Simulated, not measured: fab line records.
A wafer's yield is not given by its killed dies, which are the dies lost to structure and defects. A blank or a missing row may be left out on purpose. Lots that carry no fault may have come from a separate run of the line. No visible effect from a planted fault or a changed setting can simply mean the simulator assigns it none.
Comparing a struck lot with a sound one | flow gf180mcu | 16 out of 602 route steps
Sound: the wafers L974.1, L974.2, L974.3. Struck: wafers L972.1, L972.4, L972.5. At the end, the cause is stated.
Per side, at each step with rows, come the tool, then ch with its chambers, and then its first start. Under that, the readings that differ: sound wafers | struck wafers | difference of the means | sigmas: that difference in standard deviations of wafers without a fault.
alike: readings whose means differ by less than 2 such deviations, and words and numbers that are the same on both sides. not compared: withheld readings, readings that some wafer has no value for, bounds like >300 that may hide the same value, and numbers for which the record gives no deviation and whose values overlap.
The two part at a step that has a row with sigmas, a row that says differs or no value, or rows on one side only. Non-overlapping numbers with no deviation appear without sigmas and do not part them. A reading missing from all wafers of one side parts the sides only when that side holds two or more wafers.

GF_CONTACT_BOW_MEAS_05:
  sound on film metro-01 at day 21 04:02; struck on film metro-03 at day 20 13:38
  alike: CONTACT_BOW
then, 8 steps without rows for these wafers: GF_CONTACT_DEHYDRATE_06 (time 60 s); GF_CONTACT_HMDS_07 (prime time 60 s); GF_CONTACT_COAT_08; GF_CONTACT_COAT_09 (resist thk 1000 nm); GF_CONTACT_SOFTBAKE_10 (time 60 s); GF_CONTACT_EXPOSE_11 (exposes mask Contact, target cd 220 nm); GF_CONTACT_PEB_12 (peb time 90 s); GF_CONTACT_DEVELOP_13 (develop time 60 s).
GF_CONTACT_CD_MEAS_14: the cd target is 220 nm.
  sound on cd sem-01 at day 22 03:59; struck on cd sem-02 at day 21 13:05
  alike: cd nm
GF_CONTACT_OVL_MEAS_15:
  sound on overlay-01 at day 22 04:06; struck on overlay-02 at day 21 13:13
  alike: CONTACT_OVL
GF_CONTACT_ETCH_16: etches BARC in N2/H2.
  sound on rie diel-04 ch 0,2,3, day 22 04:08; struck on rie diel-04 ch 0,1,3, day 21 13:14
  alike: bias w, chamber pressure mTorr, drypump motor current A, oes product au, throttle valve pct
GF_CONTACT_ETCH_17: etches SiO2 in C4F8/O2/Ar, stops on CoSi2, target depth 860 nm.
  sound on rie diel-04 ch 0,2,3, day 22 04:00; struck on rie diel-04 ch 0,1,3, day 21 13:00
  no value came back on the struck wafers for bias w (W), chamber pressure mTorr (mTorr), oes product au (a.u.); on the sound wafers bias w (W) reads 1201 1197 1199
GF_CONTACT_STRIP_18: strips in O2/N2.
  sound on plasma asher-03 ch 0,1, day 22 04:18; struck on plasma asher-03 ch 0,1, day 21 13:24
  reading               | sound             | struck            | difference | sigmas
  oes product au (a.u.) | 0.577 0.584 0.581 | 0.660 0.669 0.678 | +0.088     | +16
  alike: drypump motor current A, heater power w
  not compared: rf hours counter h
then, 1 step without rows for these wafers: GF_CONTACT_CLEAN_19 (cleans in SPM).
-- the record jumps here: 12 days lie between the struck wafers' starts before and after (it left off in module CONTACT and takes up again in module PASSIVATION, whose first step shown is number 602 of the route) --
GF_PASSIVATION_PROBE_99:
  only the struck wafers here have rows in the record (prober-02, day 33 02:33); the sound ones have none

## WHERE THEY PART
Earliest at GF_CONTACT_ETCH_17; latest, in this record, at GF_PASSIVATION_PROBE_99.

WHY: what had been put in by the simulator
Whole step skipped at GF_CONTACT_ETCH_17 on rie diel-04, starting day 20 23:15. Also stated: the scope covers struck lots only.
